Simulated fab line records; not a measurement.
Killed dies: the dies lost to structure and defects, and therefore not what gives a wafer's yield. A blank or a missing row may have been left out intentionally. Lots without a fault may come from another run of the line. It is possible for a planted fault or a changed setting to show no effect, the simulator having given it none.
Which tool was responsible? | flow gf180mcu | 36 wafers from 12 lots sampled at 7 of the route's 602 steps

WHAT EACH GAUGE READ, for each wafer
GF_CONTACT_RS_MEAS_25: measurement is done with a four-point probe. Usual: CONTACT_W_RS 0.383 ohm/sq, standard deviation 0.0047.
lot  | measured     | on            | CONTACT_W_RS (ohm/sq) | flag
L997 | day 16 12:24 | film_metro-01 | 0.384 0.375 0.379     |
L999 | day 17 11:56 | film_metro-04 | 0.379 0.374 0.378     |
L102 | day 18 09:51 | film_metro-02 | 0.390 0.390 0.395     |
L105 | day 19 11:29 | film_metro-04 | 0.387 0.440 0.383     | OFF
L106 | day 19 16:38 | film_metro-02 | 0.445 0.442 0.393     | OFF
L108 | day 20 10:08 | film_metro-04 | 0.375 0.388 0.387     |
L110 | day 21 08:56 | film_metro-04 | 0.388 0.380 0.379     |
L113 | day 22 06:23 | film_metro-01 | 0.384 0.391 0.390     |
L114 | day 22 18:25 | film_metro-01 | 0.383 0.382 0.381     |
L116 | day 23 09:04 | film_metro-02 | 0.383 0.380 0.380     |
L117 | day 23 18:28 | film_metro-01 | 0.390 0.376 0.382     |
L119 | day 24 08:17 | film_metro-02 | 0.379 0.379 0.380     |

GF_CONTACT_THK_MEAS_26: measures by xrf. Usual: CONTACT_W_THK 295 nm, standard deviation 4.6.
lot  | measured     | on            | CONTACT_W_THK (nm) | flag
L997 | day 16 12:30 | film_metro-01 | 294 300 299        |
L999 | day 17 12:02 | film_metro-04 | 302 307 302        |
L102 | day 18 09:58 | film_metro-02 | 289 289 285        |
L105 | day 19 11:35 | film_metro-04 | 293 258 297        |
L106 | day 19 16:46 | film_metro-02 | 254 257 286        | OFF
L108 | day 20 10:16 | film_metro-04 | 303 292 295        |
L110 | day 21 09:04 | film_metro-04 | 292 296 298        |
L113 | day 22 06:30 | film_metro-01 | 292 286 287        |
L114 | day 22 18:31 | film_metro-01 | 293 294 294        |
L116 | day 23 09:11 | film_metro-02 | 295 298 295        |
L117 | day 23 18:35 | film_metro-01 | 287 296 290        |
L119 | day 24 08:25 | film_metro-02 | 298 296 296        |

GF_M2_THK_MEAS_06: measures by xrf. Usual: M2_ALCU_THK 445 nm, standard deviation 5.9.
lot  | measured     | on            | M2_ALCU_THK (nm) | flag
L997 | day 18 14:40 | film_metro-03 | 442 444 442      |
L999 | day 19 15:15 | film_metro-04 | 447 447 444      |
L102 | day 20 14:28 | film_metro-03 | 439 444 442      |
L105 | day 21 15:16 | film_metro-03 | 437 436 438      |
L106 | day 21 20:59 | film_metro-04 | 433 434 435      |
L108 | day 22 13:47 | film_metro-02 | 451 444 441      |
L110 | day 23 12:54 | film_metro-03 | 444 442 440      |
L113 | day 24 07:43 | film_metro-04 | 446 451 442      |
L114 | day 24 20:01 | film_metro-03 | 444 445 443      |
L116 | day 25 10:02 | film_metro-03 | 443 442 443      |
L117 | day 25 17:50 | film_metro-04 | 442 442 451      |
L119 | day 26 06:36 | film_metro-02 | 449 454 448      |

GF_M2_CD_MEAS_14: target cd 280 nm. Usual: cd_nm at 280.1 nm, with a standard deviation of 1.2.
lot  | measured     | on        | cd_nm (nm)        | flag
L997 | day 19 14:46 | cd_sem-01 | 282.3 282.4 282.4 |
L999 | day 20 15:31 | cd_sem-02 | 280.5 280.8 279.6 |
L102 | day 21 14:27 | cd_sem-01 | 279.1 279.1 279.5 |
L105 | day 22 14:34 | cd_sem-01 | 281.8 281.4 280.7 |
L106 | day 22 20:18 | cd_sem-02 | 278.7 280.1 277.9 |
L108 | day 23 12:57 | cd_sem-01 | 279.6 280.6 280.0 |
L110 | day 24 10:37 | cd_sem-01 | 279.6 280.9 279.7 |
L113 | day 25 04:58 | cd_sem-01 | 278.2 279.2 277.3 |
L114 | day 25 17:13 | cd_sem-02 | 280.2 281.8 282.2 |
L116 | day 26 06:37 | cd_sem-01 | 281.3 281.5 282.1 |
L117 | day 26 13:46 | cd_sem-02 | 278.0 278.1 278.6 |
L119 | day 27 02:39 | cd_sem-02 | 280.1 280.3 279.8 |

WHAT TOOL EACH LOT RAN ON (gives the tool, then ch and the chambers of the sampled wafers, and finally the start)
lot  | GF_CONTACT_CVD_24             | GF_CONTACT_CMP_27             | GF_M2_SPUTTER_00
L997 | cvd_w-01 ch 0,1, day 16 12:17 | cmp-01 ch 2,3, day 16 12:32   | pvd_sputter-04, day 18 14:19
L999 | cvd_w-01 ch 0,1, day 17 11:49 | cmp-01 ch 0,1,2, day 17 12:04 | pvd_sputter-02, day 19 14:53
L102 | cvd_w-02 ch 1, day 18 09:45   | cmp-02 ch 0,1,2, day 18 10:08 | pvd_sputter-04, day 20 14:08
L105 | cvd_w-01 ch 0,1, day 19 11:23 | cmp-02 ch 1,2,3, day 19 11:38 | pvd_sputter-04, day 21 14:54
L106 | cvd_w-01 ch 0,1, day 19 16:32 | cmp-01 ch 1,2, day 19 16:52   | pvd_sputter-04, day 21 20:39
L108 | cvd_w-02 ch 0,1, day 20 10:02 | cmp-01 ch 1,2, day 20 10:22   | pvd_sputter-04, day 22 13:26
L110 | cvd_w-02 ch 0,1, day 21 08:50 | cmp-02 ch 0,1,2, day 21 09:07 | pvd_sputter-04, day 23 12:34
L113 | cvd_w-02 ch 0,1, day 22 06:17 | cmp-02 ch 0,2,3, day 22 06:34 | pvd_sputter-02, day 24 07:23
L114 | cvd_w-01 ch 0,1, day 22 18:17 | cmp-01 ch 0,2,3, day 22 18:37 | pvd_sputter-02, day 24 19:40
L116 | cvd_w-01 ch 0,1, day 23 08:57 | cmp-01 ch 0,1,3, day 23 09:43 | pvd_sputter-04, day 25 09:41
L117 | cvd_w-02 ch 0,1, day 23 18:21 | cmp-01 ch 1,2,3, day 23 18:44 | pvd_sputter-02, day 25 17:29
L119 | cvd_w-01 ch 0,1, day 24 08:11 | cmp-01 ch 0,2,3, day 24 08:28 | pvd_sputter-02, day 26 06:16
- GF_CONTACT_CVD_24: deposits W, target thk 300 nm, time 90.339 s.
- GF_CONTACT_CMP_27: polishes, stops on SiO2, t overpolish 15 s, target thk 0 nm.
- GF_M2_SPUTTER_00: material Ti, target thk 37.5 nm, time 150 s.

AS READ BY THE TOOLS THEMSELVES (means over the sampled wafers that have a number; for cases with no such wafer, the mark the record gives instead)
GF_CONTACT_CVD_24. Usual: chamber_pressure_Torr 40.00 Torr, standard deviation 0.095; heater_power_w 828 W, standard deviation 60; susceptor_temp_C 400.00 C, standard deviation 0.21.
lot  | tool     | chamber_pressure_Torr (Torr) | heater_power_w (W) | susceptor_temp_C (C) | flag
L997 | cvd_w-01 | 39.93                        | 806                | 399.97               |
L999 | cvd_w-01 | 39.90                        | 800                | 399.96               |
L102 | cvd_w-02 | 39.95                        | 897                | 399.82               |
L105 | cvd_w-01 | 40.10                        | 817                | 397.50               | OFF
L106 | cvd_w-01 | 40.07                        | 782                | 394.97               | OFF
L108 | cvd_w-02 | 39.98                        | 856                | 400.23               |
L110 | cvd_w-02 | 39.92                        | 803                | 399.89               |
L113 | cvd_w-02 | 39.97                        | 859                | 400.06               |
L114 | cvd_w-01 | 40.01                        | 836                | 400.01               |
L116 | cvd_w-01 | 39.95                        | 810                | 400.26               |
L117 | cvd_w-02 | 39.91                        | 871                | 399.97               |
L119 | cvd_w-01 | 39.93                        | 808                | 399.98               |

GF_CONTACT_CMP_27. Usual: motor_current_A 10.7 A, standard deviation 0.56; time_to_endpoint_s 73 s, standard deviation 4.2.
lot  | tool   | motor_current_A (A) | time_to_endpoint_s (s) | flag
L997 | cmp-01 | 11.0                | 71                     |
L999 | cmp-01 | 10.7                | 75                     |
L102 | cmp-02 | 10.9                | 76                     |
L105 | cmp-02 | 10.6                | 70                     |
L106 | cmp-01 | 10.3                | 60                     | OFF
L108 | cmp-01 | 9.8                 | 75                     |
L110 | cmp-02 | 10.5                | 74                     |
L113 | cmp-02 | 10.6                | 68                     |
L114 | cmp-01 | 11.3                | 74                     |
L116 | cmp-01 | 10.4                | 76                     |
L117 | cmp-01 | 10.5                | 70                     |
L119 | cmp-01 | 11.5                | 72                     |

GF_M2_SPUTTER_00. Usual: throttle_valve_pct at 29.8 %, with a standard deviation of 1.4.
lot  | tool           | throttle_valve_pct (%) | flag
L997 | pvd_sputter-04 | 28.9                   |
L999 | pvd_sputter-02 | 30.6                   |
L102 | pvd_sputter-04 | 30.6                   |
L105 | pvd_sputter-04 | 30.4                   |
L106 | pvd_sputter-04 | 30.1                   |
L108 | pvd_sputter-04 | 29.4                   |
L110 | pvd_sputter-04 | 29.6                   |
L113 | pvd_sputter-02 | 28.4                   |
L114 | pvd_sputter-02 | 29.6                   |
L116 | pvd_sputter-04 | 30.0                   |
L117 | pvd_sputter-02 | 29.0                   |
L119 | pvd_sputter-02 | 28.9                   |

THE ANSWER, worked out from the rows above alone
Rule: lot off if the mean of its wafers having a number is beyond 3 standard deviations from the usual mean. Also off: a lot with no number at a reading for which 4 or more lots have one. Where the step has rows for the other lots, those lots are counted as sound. Order of review: gauges by route order, followed by the tools' own readings, for which a lot's mean as printed above is used. The first step at which some lot is off is used, and at that step the reading that is off furthest; a lot without a number counts as furthest.
Off: L105, L106, at GF_CONTACT_RS_MEAS_25 (CONTACT_W_RS).
If a tool, at a process step before that reading, ran all the lots that are off and no sound lot after the first of them, it fits. The gauges at GF_CONTACT_RS_MEAS_25 aren't tried: what is off there is off at GF_CONTACT_CVD_24 too, on other tools, and a gauge's error can't cause that. Of those tried, none fits.

WHAT WAS PUT IN BY THE SIMULATOR
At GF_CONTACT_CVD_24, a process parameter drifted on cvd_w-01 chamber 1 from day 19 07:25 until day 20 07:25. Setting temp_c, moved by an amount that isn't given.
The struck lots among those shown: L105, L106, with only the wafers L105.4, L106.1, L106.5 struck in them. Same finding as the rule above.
